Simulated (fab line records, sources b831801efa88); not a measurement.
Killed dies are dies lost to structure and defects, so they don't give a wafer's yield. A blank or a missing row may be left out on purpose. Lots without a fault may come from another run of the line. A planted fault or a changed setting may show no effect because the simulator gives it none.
A struck lot beside a sound one | flow sky130 | 15 steps out of a route of 708
Sound: wafers L677.1, L677.2, L677.3. Struck: wafers L685.2, L685.4, L685.6. The cause comes at the end.
At each step with rows: each side's tool, then ch and its chambers, then its first start. Under that, the readings that differ: sound wafers | struck wafers | difference of the means | sigmas: that difference in standard deviations of wafers without a fault.
alike: readings whose means differ by less than 2 such deviations, and words and numbers that are the same on both sides. not compared: withheld readings, readings that some wafer has no value for, bounds like >300 that may hide the same value, and numbers for which the record gives no deviation and whose values overlap.
The two part at a step that has a row with sigmas, a row that says differs or no value, or rows on one side only. Numbers that don't overlap but have no deviation are shown without sigmas and don't part them. A reading that every wafer of one side lacks parts them only if that side has two wafers or more.

SKY_VIA1_CMP_02: polishes SiO2.
  sound on cmp-02 ch 0,2,3, day 32 12:46; struck on cmp-02 ch 2,3, day 35 22:42
  alike: motor_current_A
SKY_VIA1_BOW_MEAS_03:
  sound on film_metro-02, day 32 13:04; struck on film_metro-02, day 35 23:01
  alike: VIA1_BOW
then, 8 steps without rows for these wafers: SKY_VIA1_DEHYDRATE_04 (time 60 s); SKY_VIA1_HMDS_05 (prime time 60 s); SKY_VIA1_COAT_06 (resist thk 60 nm); SKY_VIA1_COAT_07 (resist thk 450 nm); SKY_VIA1_SOFTBAKE_08 (time 90 s); SKY_VIA1_EXPOSE_09 (exposes mask VIM, target cd 150 nm); SKY_VIA1_PEB_10; SKY_VIA1_DEVELOP_11 (develop time 60 s).
SKY_VIA1_CD_MEAS_12: target cd 150 nm.
  sound on cd_sem-02, day 33 15:34; struck on cd_sem-01, day 37 01:47
  alike: cd_nm
SKY_VIA1_OVL_MEAS_13:
  sound on overlay-02, day 33 15:41; struck on overlay-01, day 37 01:54
  alike: VIA1_OVL
SKY_VIA1_ETCH_14: etches BARC in N2/H2, stops on SiO2, time 45.9 s, target depth 60 nm.
  sound on rie_diel-02 ch 1,2,3, day 33 15:43; struck on rie_diel-03 ch 0,2, day 37 01:56
  reading                                     | sound           | struck            | difference | sigmas
  model.KrF-thick_of_VIA1_COAT_07.thk_nm (nm) | 392.7 395.1 394 | 388.2 387.8 389.5 | -5.4       |
  alike: drypump_motor_current_A, n2_flow_sccm, oes_product_au, rf_fwd_power_W, throttle_valve_pct
  not compared: rf_hours_counter_h
SKY_VIA1_ETCH_15: etches SiO2 in C4F8/O2/Ar, stops on TiN, target depth 351 nm, time 54 s.
  sound on rie_diel-02 ch 1,2,3, day 33 15:46; struck on rie_diel-03 ch 0,2, day 37 01:58
  alike: oes_product_au, rf_fwd_power_W
  not compared: rf_hours_counter_h
-- the record jumps here: 11 days lie between the struck wafers' starts before and after (it left off in module VIA1 and takes up again in module PAD_OPEN, whose first step shown is number 708 of the route) --
SKY_PAD_OPEN_PROBE_99:
  sound on prober-02, day 45 10:23; struck on prober-01, day 48 04:37
  alike: defect_limited_yield, killed_at_M0_to_M3, killed_at_M4_up, killed_at_contacts, killed_at_front_end, killed_at_other, killed_dies, killed_open, killed_short, sort_bin_3_pad_short, sort_bin_5_function, sort_bin_6_memory, sort_n_pass, sort_yield_pct

WHERE THEY PART
Nowhere in this record.

WHY: what the simulator had put in
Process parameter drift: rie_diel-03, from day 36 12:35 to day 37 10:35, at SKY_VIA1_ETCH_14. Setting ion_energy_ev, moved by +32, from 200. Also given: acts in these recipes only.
